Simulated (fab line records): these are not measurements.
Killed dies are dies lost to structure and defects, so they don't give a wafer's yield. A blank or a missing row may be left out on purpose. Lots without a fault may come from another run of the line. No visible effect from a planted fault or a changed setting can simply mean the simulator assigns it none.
A struck lot beside a sound one / flow sky130 / 15 steps out of a route of 708
Sound: the wafers L113.1, L113.4, L113.6. Struck: wafers L123.1, L123.4, L123.6. The cause comes at the end.
Order at every step that has rows: each side's tool, ch and its chambers, its first start. Under that, the readings that differ: sound wafers / struck wafers / difference of the means / sigmas: that difference in standard deviations of wafers without a fault.
alike: same words and numbers on both sides, and readings whose means sit less than 2 such deviations apart. not compared: any withheld reading, any reading some wafer has no value for, any bound like >300 that may hide the same value, and any number with overlapping values for which the record gives no deviation.
Wherever a step has rows on one side only, a row that says differs or no value, or a row with sigmas, the two part there. Numbers that have no deviation but don't overlap get no sigmas and don't part them. Lack of a reading on every wafer of one side parts them only where that side has two or more wafers.

SKY_CAPM_SPUTTER_02: material TiN, target thk 200 nm, time 166.7 s.
  sound on pvd_sputter-04 at day 35 23:52; struck on pvd_sputter-02 at day 40 02:01
  alike: substrate_temp_c, throttle_valve_pct
SKY_CAPM_RS_MEAS_03: a four-point-probe measurement.
  sound on film_metro-03 at day 35 23:59; struck on film_metro-03 at day 40 02:08
  alike: CAPM_TIN_RS
SKY_CAPM_THK_MEAS_04: measures by xrf.
  sound on film_metro-03 at day 36 00:06; struck on film_metro-03 at day 40 02:15
  alike: CAPM_TIN_THK
then, 7 steps without rows for these wafers: SKY_CAPM_DEHYDRATE_05 (time 60 s); SKY_CAPM_HMDS_06 (prime time 60 s); SKY_CAPM_COAT_07 (resist thk 1140 nm); SKY_CAPM_SOFTBAKE_08 (time 60 s); SKY_CAPM_EXPOSE_09 (exposes mask CAPM, target cd 1000 nm); SKY_CAPM_PEB_10; SKY_CAPM_DEVELOP_11 (develop time 60 s).
SKY_CAPM_OVL_MEAS_12:
  sound on overlay-01 at day 37 02:21; struck on overlay-02 at day 41 01:41
  alike: CAPM_OVL
SKY_CAPM_METAL_ETCH_13: etches TiN in Cl2/BCl3, stops on SiO2, target depth 220 nm, time 62.9 s.
  sound on rie_metal-03 ch 0, day 37 02:23; struck on rie_metal-04 ch 0,1, day 41 01:43
reading=throttle_valve_pct (%); sound=21.929 21.903 21.899; struck=21.879 21.893 21.898; difference=-0.020; sigmas=-2
  alike: drypump_motor_current_A, oes_product_au
  not compared: rf_hours_counter_h
SKY_CAPM_STRIP_14: strips in O2/N2.
  sound on plasma_asher-03 ch 0,1, day 37 02:32; struck on plasma_asher-03 ch 0, day 41 01:48
reading=n2_flow_sccm (sccm); sound=301.4 301.7 300.4; struck=237.8 238.9 238.3; difference=-62.8; sigmas=-63
  alike: drypump_motor_current_A, oes_product_au, strip_time_to_endpoint_s
  not compared: rf_hours_counter_h
then, 1 step without rows for these wafers: SKY_CAPM_STRIP_15 (strips in post etch residue remover, time 1200 s).
-- the record jumps here: 8 days lie between the struck wafers' starts before and after (it left off in module CAPM and takes up again in module PAD_OPEN, whose first step shown is number 708 of the route) --
SKY_PAD_OPEN_PROBE_99:
  sound on prober-01 at day 45 12:15; struck on prober-02 at day 48 17:15
  alike: defect_limited_yield, killed_at_M0_to_M3, killed_at_M4_up, killed_at_contacts, killed_at_front_end, killed_at_other, killed_dies, killed_open, killed_short, sort_bin_3_pad_short, sort_bin_5_function, sort_bin_6_memory, sort_n_pass, sort_yield_pct

== WHERE THEY PART ==
At SKY_CAPM_METAL_ETCH_13 first; at SKY_CAPM_STRIP_14 last (within this record only). Later steps at which nothing parts them and some readings are alike: SKY_PAD_OPEN_PROBE_99.

WHY: what had been put in by the simulator
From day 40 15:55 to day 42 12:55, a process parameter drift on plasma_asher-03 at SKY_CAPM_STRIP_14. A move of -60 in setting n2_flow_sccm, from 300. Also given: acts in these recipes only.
